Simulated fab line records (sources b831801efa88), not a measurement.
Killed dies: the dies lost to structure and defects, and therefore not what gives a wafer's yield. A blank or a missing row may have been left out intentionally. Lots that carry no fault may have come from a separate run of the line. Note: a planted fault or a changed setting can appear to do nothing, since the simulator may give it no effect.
fab line records	flow sky130	part 1 of 2: steps 1 to 27 of 39
record: lots: 5	wafers: 15	last_day: 50
route steps=708 shown LDD_LDN@300 SPACER@304 POLY_CUT@307 SD_P@320 RES_XHIGH@332
lots that met no fault: taken from a fault-free run of the same line
start_h: hours from the record's first day to the start of the lot's first wafer shown	wait_h: hours from the lot's prior step to this one	" same as the row above	L1.1+2: one row covering several wafers at once	- no value, or no start given	* or withheld: withheld	< > ~ a bound
route shown NAME@n: names a module that has steps shown in the file, with the first one's number in the route	usual: the fault-free wafers' mean and standard deviation	same: alike in all rows	chamber/n: place in a boat	sites: each site's reading	_std_site: the values' standard deviation	_edge_site: outer sites' mean less inner sites'	radius_mm: how far each site lies from the wafer's centre	mask NAME#n: copy n	behind: tool/chamber where the wafer was last shaped	hold: the reason the lot was held/the length of the hold in hours/how it ended	device: transistor that didn't switch, given as n, p or np	end of line: tests run on the same wafers once the route is complete	step lacking rows: just its recipe	killed: dies lost to structure and defects at the first sort, not the wafer's yield	map: a wafer's dies, marking killed ones x, the rest . and places with no die _
set.NAME: setting as actually run; set.NAME@STEP: the setting as run at that earlier step	model.NAME: the simulator's own value behind a step, which no gauge read
lots at some steps of the route; a table a step, a row a wafer
services: a tool's chamber out of use, with start hour (start_h, from the record's first day; less than 0 if before it), hours out, and reason
== steps ==
step: SKY_LDD_LDN_IMPLANT_11
recipe: species: As	energy_kev: 15	dose_cm2: 1.25e+13	tilt_deg: withheld	rotation_deg: 293
usual: faraday_current_uA: 70.4/1.5
same: implant_ion_amu: 75
lot.wafer	tool	chamber	start_h	wait_h	faraday_current_uA
L082.1	implanter-04	0	627.51	0.1	70.3
L082.2	"	0	"	"	70.0
L082.6	"	0	"	"	69.5
L087.1	implanter-01	0	656.31	0.1	70.7
L087.3	"	0	"	"	70.9
L087.4	"	0	"	"	71.6
L090.1	implanter-01	0	670.39	0.1	67.7
L090.3	"	0	"	"	70.0
L090.5	"	0	"	"	73.4
L094.2	implanter-01	0	693.95	0.1	70.0
L094.3	"	0	"	"	67.9
L094.6	"	0	"	"	69.5
L095.1	implanter-01	0	704.31	0.1	70.2
L095.4	"	0	"	"	72.1
L095.5	"	0	"	"	70.7
step: SKY_LDD_LDN_STRIP_12
recipe: chemistry: O2/N2	power_w: 1400	pressure_mtorr: 1500	platen_temp_c: withheld	o2_flow_sccm: 3000	n2_flow_sccm: 300	overash_fraction: 0.5
usual: chamber_pressure_mTorr: 1500.1/1.4	drypump_motor_current_A: 5.83/0.24	oes_product_au: 0.715/0.0048	strip_time_to_endpoint_s: 14.18/0.037
same: overash_fraction: 0.5
lot.wafer	tool	chamber	start_h	wait_h	chamber_pressure_mTorr	drypump_motor_current_A	oes_product_au	rf_hours_counter_h	strip_time_to_endpoint_s
L082.1	plasma_asher-01	0	627.66	0.1	1500.2	5.72	0.721	82	14.19
L082.2	"	1	"	"	1500.3	5.87	0.713	82	14.23
L082.6	"	1	"	"	1497.9	5.88	0.707	-	14.24
L087.1	plasma_asher-03	1	656.46	0.1	1498.0	5.62	0.719	22	14.14
L087.3	"	1	"	"	1500.9	5.63	0.712	-	14.18
L087.4	"	0	"	"	1499.6	6.03	0.716	-	14.16
L090.1	plasma_asher-01	1	670.54	0.1	1499.8	5.87	0.714	86	14.19
L090.3	"	0	"	"	1500.5	5.73	0.722	-	14.20
L090.5	"	1	"	"	1499.9	5.85	0.710	-	14.16
L094.2	plasma_asher-03	1	694.08	0.1	1500.8	5.64	0.707	27	14.18
L094.3	"	0	"	"	1497.0	6.03	0.721	-	14.20
L094.6	"	0	"	"	1502.8	6.04	0.711	-	14.18
L095.1	plasma_asher-01	0	704.46	0.1	1500.0	5.72	0.713	90	14.14
L095.4	"	0	"	"	1500.7	5.73	0.712	-	14.16
L095.5	"	1	"	"	1498.2	5.89	0.713	-	14.08
step: SKY_LDD_LDN_TW_MEAS_13
usual: LDD_LDN_TW: 1474/20
lot.wafer	tool	chamber	start_h	wait_h	LDD_LDN_TW
L082.1	film_metro-04	-	627.76	0.1	1485
L082.2	"	-	"	"	1485
L082.6	"	-	"	"	1489
L087.1	film_metro-01	-	656.56	0.1	1454
L087.3	"	-	"	"	1447
L087.4	"	-	"	"	1460
L090.1	film_metro-01	-	670.64	0.1	1445
L090.3	"	-	"	"	1452
L090.5	"	-	"	"	1460
L094.2	film_metro-01	-	694.19	0.1	1459
L094.3	"	-	"	"	1463
L094.6	"	-	"	"	1454
L095.1	film_metro-01	-	704.56	0.1	1462
L095.4	"	-	"	"	1465
L095.5	"	-	"	"	1461
step: SKY_LDD_LDN_CLEAN_14
recipe: chemistry: SC1/SC2	mix: 1:4:20	temp_c: 70	time_s: 150	dry: n2_spin
lot.wafer	tool	chamber	start_h	wait_h
L082.1+2+6	wet_bench-01	2	627.82	0.1
L087.1+3+4	wet_bench-04	3	656.62	0.1
L090.1+3+5	wet_bench-01	3	670.70	0.1
L094.2+3+6	wet_bench-03	3	694.24	0.0
L095.1+4+5	wet_bench-04	0	704.62	0.1
step: SKY_SPACER_CVD_00
recipe: material: Si3N4	precursor: DCS/NH3	target_thk_nm: 43.1	temp_c: 770	time_s: 740	pressure_mtorr: 250
usual: spike_tc_upper_C: 770.5/1	zone_power_upper_pct: 13.8/0.36
lot.wafer	tool	chamber	start_h	wait_h	spike_tc_upper_C	zone_power_upper_pct
L082.1	lpcvd-02	0	627.87	0.0	771.3	13.2
L082.2	"	0	"	"	769.8	13.3
L082.6	"	0	"	"	770.4	13.7
L087.1	lpcvd-02	1	658.09	1.4	770.4	14.2
L087.3	"	1	"	"	769.0	14.2
L087.4	"	1	"	"	773.4	14.0
L090.1	lpcvd-02	1	670.75	0.0	772.0	14.1
L090.3	"	1	"	"	770.1	14.2
L090.5	"	1	"	"	773.9	14.0
L094.2	lpcvd-02	1	694.29	0.0	769.3	14.2
L094.3	"	1	"	"	773.1	14.4
L094.6	"	1	"	"	770.7	14.0
L095.1	lpcvd-02	1	704.67	0.0	771.2	14.3
L095.4	"	1	"	"	769.5	14.0
L095.5	"	1	"	"	770.7	13.9
step: SKY_SPACER_THK_MEAS_01
recipe: reads: Si3N4_of_SPACER_CVD_00
usual: SPACER_CVD_00_THK: 42.9/0.34
lot.wafer	tool	chamber	start_h	wait_h	SPACER_CVD_00_THK[nm]
L082.1	film_metro-04	-	629.08	0.0	43.1
L082.2	"	-	"	"	43.0
L082.6	"	-	"	"	43.1
L087.1	film_metro-02	-	659.29	0.0	42.6
L087.3	"	-	"	"	42.7
L087.4	"	-	"	"	42.9
L090.1	film_metro-04	-	671.96	0.0	43.2
L090.3	"	-	"	"	43.1
L090.5	"	-	"	"	43.2
L094.2	film_metro-04	-	695.50	0.0	43.4
L094.3	"	-	"	"	43.4
L094.6	"	-	"	"	43.2
L095.1	film_metro-04	-	705.88	0.0	42.6
L095.4	"	-	"	"	43.0
L095.5	"	-	"	"	42.8
step: SKY_SPACER_ETCHBACK_02
recipe: chemistry: CH3F/O2	target: Si3N4	stop_on: SiO2	source_w: 400	bias_w: 80	pressure_mtorr: 25	ch3f_flow_sccm: 40	O2_flow_sccm: 30	time_s: 46.7	target_depth_a: 450
usual: ch3f_flow_sccm: 39.98/0.13	chamber_pressure_mTorr: 25.001/0.02	drypump_motor_current_A: 5.6/0.54	oes_product_au: 0.851/0.0059	throttle_valve_pct: 10.562/0.0093
lot.wafer	tool	chamber	start_h	wait_h	ch3f_flow_sccm	chamber_pressure_mTorr	drypump_motor_current_A	oes_product_au	rf_hours_counter_h	throttle_valve_pct
L082.1	rie_diel-02	0	629.14	0.1	39.89	24.985	5.6	0.856	22	10.579
L082.2	"	1	"	"	39.78	25.001	5.7	0.850	14	10.576
L082.6	"	2	"	"	39.84	25.001	5.2	0.856	-	10.564
L087.1	rie_diel-04	0	659.35	0.1	39.84	24.987	5.7	0.843	8	10.559
L087.3	"	3	"	"	40.13	24.981	6.0	0.846	6	10.560
L087.4	"	2	"	"	39.89	25.014	5.6	0.855	6	10.545
L090.1	rie_diel-02	0	672.02	0.1	39.83	25.016	5.6	0.852	23	10.558
L090.3	"	2	"	"	40.03	24.988	5.2	0.856	2	10.566
L090.5	"	2	"	"	40.00	25.004	5.2	0.852	-	10.564
L094.2	rie_diel-01	3	695.55	0.0	39.89	24.990	4.8	0.852	50	10.569
L094.3	"	1	"	"	39.95	24.983	5.4	0.851	13	10.569
L094.6	"	2	"	"	40.06	24.996	6.5	0.858	-	10.567
L095.1	rie_diel-02	0	705.94	0.1	40.21	24.996	5.6	0.856	24	10.556
L095.4	"	3	"	"	40.01	24.993	5.1	0.847	2	10.552
L095.5	"	3	"	"	39.81	25.005	5.2	0.850	-	10.566
step: SKY_POLY_CUT_DEHYDRATE_00
recipe: temp_c: 200	time_s: 60
lot.wafer	tool	chamber	start_h	wait_h
L082.1+2+6	litho_track-01	0	643.02	13.9
L087.1+3+4	litho_track-03	0	672.18	12.8
L090.1+3+5	litho_track-03	0	685.98	13.9
L094.2+3+6	litho_track-01	0	710.59	15.0
L095.1+4+5	litho_track-04	0	718.90	12.9
step: SKY_POLY_CUT_HMDS_01
recipe: prime_time_s: 60	prime_temp_c: 120
lot.wafer	tool	chamber	start_h	wait_h
L082.1+2+6	litho_track-01	0	643.17	0.1
L087.1+3+4	litho_track-03	0	672.33	0.1
L090.1+3+5	litho_track-03	0	686.13	0.1
L094.2+3+6	litho_track-01	0	710.74	0.1
L095.1+4+5	litho_track-04	0	719.05	0.1
step: SKY_POLY_CUT_COAT_02
recipe: resist: BARC	temp_c: withheld	time_s: withheld	spin_rpm: 3000	resist_thk_nm: 60
lot.wafer	tool	chamber	start_h	wait_h
L082.1+2+6	litho_track-01	0	643.32	0.1
L087.1+3+4	litho_track-03	0	672.48	0.1
L090.1+3+5	litho_track-03	0	686.28	0.1
L094.2+3+6	litho_track-01	0	710.89	0.1
L095.1+4+5	litho_track-04	0	719.20	0.1
step: SKY_POLY_CUT_COAT_03
recipe: resist: KrF-thick	spin_rpm: 3000	resist_thk_nm: 450
lot.wafer	tool	chamber	start_h	wait_h
L082.1+2+6	litho_track-01	0	-	-
L087.1+3+4	litho_track-03	0	-	-
L090.1+3+5	litho_track-03	0	-	-
L094.2+3+6	litho_track-01	0	-	-
L095.1+4+5	litho_track-04	0	-	-
step: SKY_POLY_CUT_SOFTBAKE_04
recipe: temp_c: 100	time_s: 90	resist: KrF-thick
lot.wafer	tool	chamber	start_h	wait_h
L082.1+2+6	litho_track-01	0	-	-
L087.1+3+4	litho_track-03	0	-	-
L090.1+3+5	litho_track-03	0	-	-
L094.2+3+6	litho_track-01	0	-	-
L095.1+4+5	litho_track-04	0	-	-
step: SKY_POLY_CUT_EXPOSE_05
recipe: mask_id: NPCM	na: 0.8	source_shape: annular	sigma_inner: 0.55	sigma_outer: 0.85	target_cd_nm: 270	dose_mj: 32
usual: focus_offset_nm: 0.0/0.45
lot.wafer	tool	chamber	start_h	wait_h	mask	focus_offset_nm
L082.1	krf_scanner-02	0	-	-	NPCM#0	-0.1
L082.2	"	0	"	"	NPCM#0	-0.1
L082.6	"	0	"	"	NPCM#0	0.1
L087.1	krf_scanner-02	0	-	-	NPCM#0	-0.6
L087.3	"	0	"	"	NPCM#0	0.6
L087.4	"	0	"	"	NPCM#0	0.0
L090.1	krf_scanner-02	0	-	-	NPCM#0	0.2
L090.3	"	0	"	"	NPCM#0	-0.1
L090.5	"	0	"	"	NPCM#0	-0.1
L094.2	krf_scanner-01	0	-	-	NPCM#0	0.2
L094.3	"	0	"	"	NPCM#0	-0.4
L094.6	"	0	"	"	NPCM#0	0.3
L095.1	krf_scanner-02	0	-	-	NPCM#0	0.0
L095.4	"	0	"	"	NPCM#0	0.5
L095.5	"	0	"	"	NPCM#0	0.2
step: SKY_POLY_CUT_PEB_06
recipe: peb_temp_c: withheld	peb_time_s: withheld	resist: KrF-thick
lot.wafer	tool	chamber	start_h	wait_h
L082.1+2+6	litho_track-04	0	-	-
L087.1+3+4	litho_track-04	0	-	-
L090.1+3+5	litho_track-01	0	-	-
L094.2+3+6	litho_track-04	0	-	-
L095.1+4+5	litho_track-03	0	-	-
step: SKY_POLY_CUT_DEVELOP_07
recipe: develop_time_s: 60	resist: KrF-thick	dev_temp_c: 21
lot.wafer	tool	chamber	start_h	wait_h
L082.1+2+6	litho_track-04	0	-	-
L087.1+3+4	litho_track-04	0	-	-
L090.1+3+5	litho_track-01	0	-	-
L094.2+3+6	litho_track-04	0	-	-
L095.1+4+5	litho_track-03	0	-	-
step: SKY_POLY_CUT_CD_MEAS_08
recipe: target_cd_nm: 270
usual: cd_nm: 270.5/1.7
lot.wafer	tool	chamber	start_h	wait_h	cd_nm
L082.1	cd_sem-02	-	658.00	-	270.9
L082.2	"	-	"	"	271.3
L082.6	"	-	"	"	271.1
L087.1	cd_sem-01	-	687.10	-	268.7
L087.3	"	-	"	"	270.1
L087.4	"	-	"	"	269.5
L090.1	cd_sem-02	-	700.12	-	273.9
L090.3	"	-	"	"	270.4
L090.5	"	-	"	"	271.4
L094.2	cd_sem-02	-	723.87	-	269.5
L094.3	"	-	"	"	270.0
L094.6	"	-	"	"	270.6
L095.1	cd_sem-01	-	733.83	-	272.4
L095.4	"	-	"	"	272.8
L095.5	"	-	"	"	272.6
step: SKY_POLY_CUT_OVL_MEAS_09
usual: POLY_CUT_OVL: 2/4.6
lot.wafer	tool	chamber	start_h	wait_h	POLY_CUT_OVL[nm]
L082.1	overlay-01	-	658.12	0.1	14
L082.2	"	-	"	"	2
L082.6	"	-	"	"	5
L087.1	overlay-01	-	687.22	0.1	3
L087.3	"	-	"	"	4
L087.4	"	-	"	"	4
L090.1	overlay-01	-	700.24	0.1	2
L090.3	"	-	"	"	5
L090.5	"	-	"	"	-1
L094.2	overlay-01	-	723.98	0.1	1
L094.3	"	-	"	"	4
L094.6	"	-	"	"	3
L095.1	overlay-01	-	733.95	0.1	2
L095.4	"	-	"	"	4
L095.5	"	-	"	"	11
step: SKY_POLY_CUT_ETCH_10
recipe: chemistry: N2/H2	target: BARC	ion_energy_ev: 200	source_w: 500	bias_w: 100	pressure_mtorr: 30	n2_flow_sccm: 100	h2_flow_sccm: 200	stop_on: SiO2	time_s: 45.9	target_depth_a: 600
usual: chamber_pressure_mTorr: 29.998/0.028	drypump_motor_current_A: 5.6/0.33	oes_product_au: 0.855/0.0045	throttle_valve_pct: 13.226/0.0079
lot.wafer	tool	chamber	start_h	wait_h	chamber_pressure_mTorr	drypump_motor_current_A	oes_product_au	rf_hours_counter_h	throttle_valve_pct
L082.1	rie_diel-02	2	658.15	0.0	30.003	5.2	0.858	1	13.221
L082.2	"	0	"	"	30.054	5.6	0.845	22	13.216
L082.6	"	2	"	"	30.024	5.2	0.856	-	13.226
L087.1	rie_diel-04	2	687.26	0.0	29.952	5.5	0.860	7	13.223
L087.3	"	1	"	"	30.053	5.6	0.853	15	13.240
L087.4	"	3	"	"	30.007	5.9	0.857	6	13.216
L090.1	rie_diel-03	1	700.27	0.0	29.993	5.9	0.859	11	13.215
L090.3	"	2	"	"	29.970	5.0	0.854	20	13.213
L090.5	"	3	"	"	29.955	6.2	0.853	-	13.234
L094.2	rie_diel-02	3	724.01	0.0	29.982	5.2	0.858	3	13.215
L094.3	"	2	"	"	30.007	5.2	0.861	3	13.234
L094.6	"	2	"	"	30.034	5.2	0.855	-	13.227
L095.1	rie_diel-03	3	733.98	0.0	29.990	6.3	0.861	18	13.226
L095.4	"	2	"	"	29.966	5.0	0.855	21	13.232
L095.5	"	0	"	"	29.955	5.7	0.854	-	13.212
step: SKY_POLY_CUT_ETCH_11
recipe: target: Si3N4	chemistry: CF4/CH2F2/Ar	stop_on: poly-Si	source_w: 600	bias_w: 150	pressure_mtorr: 40	cf4_flow_sccm: 40	ch2f2_flow_sccm: 20	Ar_flow_sccm: 150	time_s: 42.5	target_depth_a: 600
usual: cf4_flow_sccm: 39.99/0.13	ch2f2_flow_sccm: 20.00/0.055	chamber_pressure_mTorr: 40.00/0.034	drypump_motor_current_A: 5.6/0.33	oes_product_au: 0.831/0.0062	throttle_valve_pct: 14.994/0.0092
lot.wafer	tool	chamber	start_h	wait_h	cf4_flow_sccm	ch2f2_flow_sccm	chamber_pressure_mTorr	drypump_motor_current_A	oes_product_au	rf_hours_counter_h	throttle_valve_pct
L082.1	rie_diel-02	2	658.20	0.0	39.90	20.07	40.02	5.2	0.837	1	14.982
L082.2	"	0	"	"	39.87	20.00	39.97	5.6	0.824	22	14.999
L082.6	"	2	"	"	39.92	20.07	39.99	5.2	0.837	-	14.991
L087.1	rie_diel-04	2	687.30	0.0	40.02	19.90	40.02	5.6	0.827	7	14.995
L087.3	"	1	"	"	39.78	19.97	40.00	5.6	0.828	15	14.988
L087.4	"	3	"	"	40.03	19.95	39.96	5.9	0.833	6	14.989
L090.1	rie_diel-03	1	700.32	0.0	39.82	19.85	40.05	5.9	0.832	11	14.998
L090.3	"	2	"	"	39.86	20.00	39.95	5.0	0.840	20	15.003
L090.5	"	3	"	"	40.02	19.97	40.08	6.3	0.834	-	14.993
L094.2	rie_diel-02	3	724.05	0.0	40.02	19.97	39.98	5.1	0.833	3	15.004
L094.3	"	2	"	"	39.89	20.11	39.96	5.2	0.834	3	14.983
L094.6	"	2	"	"	40.04	20.01	40.01	5.2	0.829	-	15.000
L095.1	rie_diel-03	3	734.03	0.0	40.01	20.01	40.01	6.2	0.834	18	15.019
L095.4	"	2	"	"	39.77	19.95	40.01	5.0	0.829	21	14.982
L095.5	"	0	"	"	39.97	20.00	39.99	5.6	0.824	-	14.988
step: SKY_POLY_CUT_STRIP_12
recipe: chemistry: O2/N2	power_w: 1400	pressure_mtorr: 1500	platen_temp_c: withheld	o2_flow_sccm: 3000	n2_flow_sccm: 300	overash_fraction: 0.5
usual: chamber_pressure_mTorr: 1500.1/1.4	drypump_motor_current_A: 5.8/0.46	oes_product_au: 0.452/0.0047	strip_time_to_endpoint_s: 5.354/0.02
same: overash_fraction: 0.5
lot.wafer	tool	chamber	start_h	wait_h	chamber_pressure_mTorr	drypump_motor_current_A	oes_product_au	rf_hours_counter_h	strip_time_to_endpoint_s
L082.1	plasma_asher-03	0	658.24	0.0	1499.8	6.0	0.450	23	5.361
L082.2	"	1	"	"	1498.8	5.6	0.453	23	5.373
L082.6	"	0	"	"	1500.3	6.0	0.457	-	5.354
L087.1	plasma_asher-02	0	687.34	0.0	1498.7	5.4	0.448	99	5.321
L087.3	"	1	"	"	1498.1	5.5	0.443	-	5.318
L087.4	"	0	"	"	1498.8	5.3	0.451	-	5.329
L090.1	plasma_asher-04	0	700.36	0.0	1501.0	6.6	0.449	51	5.341
L090.3	"	0	"	"	1500.8	6.6	0.448	-	5.322
L090.5	"	0	"	"	1500.5	6.6	0.453	-	5.342
L094.2	plasma_asher-04	0	724.09	0.0	1499.2	6.6	0.453	54	5.356
L094.3	"	1	"	"	1502.5	5.4	0.448	-	5.364
L094.6	"	1	"	"	1499.7	5.4	0.450	-	5.367
L095.1	plasma_asher-04	0	734.07	0.0	1497.6	6.6	0.454	55	5.372
L095.4	"	0	"	"	1501.6	6.6	0.464	-	5.373
L095.5	"	0	"	"	1497.8	6.6	0.449	-	5.377
step: SKY_SD_P_DEHYDRATE_00
recipe: temp_c: 200	time_s: 60
lot.wafer	tool	chamber	start_h	wait_h
L082.1+2+6	litho_track-02	0	670.84	12.6
L087.1+3+4	litho_track-01	0	700.12	12.7
L090.1+3+5	litho_track-03	0	715.03	14.6
L094.2+3+6	litho_track-03	0	737.70	13.6
L095.1+4+5	litho_track-01	0	747.62	13.5
step: SKY_SD_P_HMDS_01
recipe: prime_time_s: 60	prime_temp_c: 120
lot.wafer	tool	chamber	start_h	wait_h
L082.1+2+6	litho_track-02	0	670.99	0.1
L087.1+3+4	litho_track-01	0	700.27	0.1
L090.1+3+5	litho_track-03	0	715.18	0.1
L094.2+3+6	litho_track-03	0	737.85	0.1
L095.1+4+5	litho_track-01	0	747.77	0.1
step: SKY_SD_P_COAT_02
recipe: resist: NOVOLAK	spin_rpm: 3000	resist_thk_nm: 1140
lot.wafer	tool	chamber	start_h	wait_h
L082.1+2+6	litho_track-02	0	671.14	0.1
L087.1+3+4	litho_track-01	0	700.42	0.1
L090.1+3+5	litho_track-03	0	715.33	0.1
L094.2+3+6	litho_track-03	0	738.00	0.1
L095.1+4+5	litho_track-01	0	747.92	0.1
step: SKY_SD_P_SOFTBAKE_03
recipe: temp_c: 90	time_s: 60	resist: NOVOLAK
lot.wafer	tool	chamber	start_h	wait_h
L082.1+2+6	litho_track-02	0	671.29	0.1
L087.1+3+4	litho_track-01	0	700.57	0.1
L090.1+3+5	litho_track-03	0	715.48	0.1
L094.2+3+6	litho_track-03	0	738.15	0.1
L095.1+4+5	litho_track-01	0	748.07	0.1
step: SKY_SD_P_EXPOSE_04
recipe: mask_id: PSDM	na: 0.6	source_shape: conventional	sigma_outer: 0.6	polarization: unpolarized	target_cd_nm: 380	dose_mj: 138
usual: focus_offset_nm: -0.1/0.6
lot.wafer	tool	chamber	start_h	wait_h	mask	focus_offset_nm
L082.1	iline_stepper-01	0	-	-	PSDM#0	0.4
L082.2	"	0	"	"	PSDM#0	0.2
L082.6	"	0	"	"	PSDM#0	0.5
L087.1	iline_stepper-02	0	-	-	PSDM#0	-1.0
L087.3	"	0	"	"	PSDM#0	-0.8
L087.4	"	0	"	"	PSDM#0	-0.5
L090.1	iline_stepper-01	0	-	-	PSDM#0	0.7
L090.3	"	0	"	"	PSDM#0	-0.1
L090.5	"	0	"	"	PSDM#0	-0.3
L094.2	iline_stepper-01	0	-	-	PSDM#0	-0.2
L094.3	"	0	"	"	PSDM#0	0.5
L094.6	"	0	"	"	PSDM#0	-0.6
L095.1	iline_stepper-01	0	-	-	PSDM#0	0.9
L095.4	"	0	"	"	PSDM#0	0.5
L095.5	"	0	"	"	PSDM#0	0.4
step: SKY_SD_P_PEB_05
recipe: temp_c: withheld	time_s: *	resist: NOVOLAK
lot.wafer	tool	chamber	start_h	wait_h
L082.1+2+6	litho_track-02	0	-	-
L087.1+3+4	litho_track-01	0	-	-
L090.1+3+5	litho_track-03	0	-	-
L094.2+3+6	litho_track-02	0	-	-
L095.1+4+5	litho_track-01	0	-	-
step: SKY_SD_P_DEVELOP_06
recipe: resist: NOVOLAK	developer: TMAH	develop_time_s: 60	dev_temp_c: 23
lot.wafer	tool	chamber	start_h	wait_h
L082.1+2+6	litho_track-02	0	685.49	0.1
L087.1+3+4	litho_track-01	0	715.72	0.1
L090.1+3+5	litho_track-03	0	728.43	0.1
L094.2+3+6	litho_track-02	0	750.47	0.1
L095.1+4+5	litho_track-01	0	760.87	0.1
